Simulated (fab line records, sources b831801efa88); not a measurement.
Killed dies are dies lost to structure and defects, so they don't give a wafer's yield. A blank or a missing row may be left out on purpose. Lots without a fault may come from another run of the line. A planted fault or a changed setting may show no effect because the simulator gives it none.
Chamber matching | flow gf180mcu | GF_V3_ETCH_16 on rie_diel-04: 4 sister chambers
The step etches BARC in N2/H2. 4 wafers are shown with their chamber, then 7 later ones without.

WAFERS WITH THEIR CHAMBER
wafer  | chamber | drypump_motor_current_A (A)
L451.2 | 2       | 6.4
L451.6 | 0       | 6.6
L452.1 | 3       | 6.0
L452.3 | 1       | 6.4

WAFERS WITHOUT THEIR CHAMBER
wafer  | drypump_motor_current_A (A)
L452.6 | 6.5
L454.1 | 6.5
L454.2 | 6.6
L454.5 | 6.4
L455.3 | 6.0
L455.4 | 6.4
L455.5 | 6.0

WHICH CHAMBER EACH WENT THROUGH
wafer  | from the rows above          | in truth
L452.6 | can't be placed: 0 or 1 or 2 | 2
L454.1 | can't be placed: 0 or 1 or 2 | 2
L454.2 | 0                            | 0
L454.5 | can't be placed: 1 or 2      | 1
L455.3 | 3                            | 3
L455.4 | can't be placed: 1 or 2      | 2
L455.5 | 3                            | 3
Placed correctly: 3 of 7. Can't be placed from these rows: 4 (the true chamber is among the candidates in 4). Placed wrongly: 0.
How it was worked out, from the rows above alone: a wafer's distance from a chamber is the root of the sum, over the readings, of the square of ((its reading less the chamber's mean) divided by the reading's scatter). The wafer belongs to the nearest chamber; if the next one is less than 2 further off, it can't be placed. A chamber's mean is the mean of its shown wafers. The scatter: with one shown wafer a chamber, the root of the mean of the squares of how far each hidden wafer lies from its nearest shown one.
